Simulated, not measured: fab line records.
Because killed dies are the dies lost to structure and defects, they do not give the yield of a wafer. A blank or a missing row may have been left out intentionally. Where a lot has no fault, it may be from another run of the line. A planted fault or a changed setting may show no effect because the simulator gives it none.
Chamber matching    flow gf180mcu    4 sister chambers for GF_V2_CMP_26 on cmp-01
The step polishes, stops on SiO2, t overpolish 15 s, target thk 0 nm. 4 wafers are shown with their chamber, then 12 later ones without.

## WAFERS WITH THEIR CHAMBER
wafer   chamber  motor_current_A (A)
L088.4  2        12.1
L089.5  3        12.8
L091.5  0        9.9
L091.6  1        11.1

## WAFERS WHOSE CHAMBER IS MISSING
wafer   motor_current_A (A)
L093.2  9.9
L093.5  12.4
L093.6  11.1
L094.2  11.2
L094.4  12.7
L094.6  11.3
L096.1  10.6
L096.3  10.1
L096.6  10.6
L097.2  10.4
L097.3  12.9
L097.6  10.6

## WHICH CHAMBER EACH WENT THROUGH
wafer    from the rows above       in truth
L093.2   0                         0
L093.5   can't be placed: 2 or 3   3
L093.6   1                         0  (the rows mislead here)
L094.2   1                         1
L094.4   can't be placed: 3 or 2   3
L094.6   can't be placed: 1 or 2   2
L096.1   can't be placed: 1 or 0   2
L096.3   0                         0
L096.6   can't be placed: 1 or 0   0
L097.2   can't be placed: 0 or 1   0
L097.3   3                         3
L097.6   can't be placed: 1 or 0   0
4 of 12 placed correctly. From these rows, 7 cannot be placed; in 6 the true chamber is one of the candidates. 1 placed wrongly.
How it was worked out, from the rows above alone: a wafer's distance from a chamber is the root of the sum, over the readings, of the square of ((its reading less the chamber's mean) divided by the reading's scatter). The wafer belongs to the nearest chamber; if the next one is less than 2 further off, it can't be placed. Each chamber's mean is taken over the wafers shown for it. The scatter (one wafer shown for each chamber): square how far every hidden wafer sits from the nearest shown wafer, average those squares and take the square root.
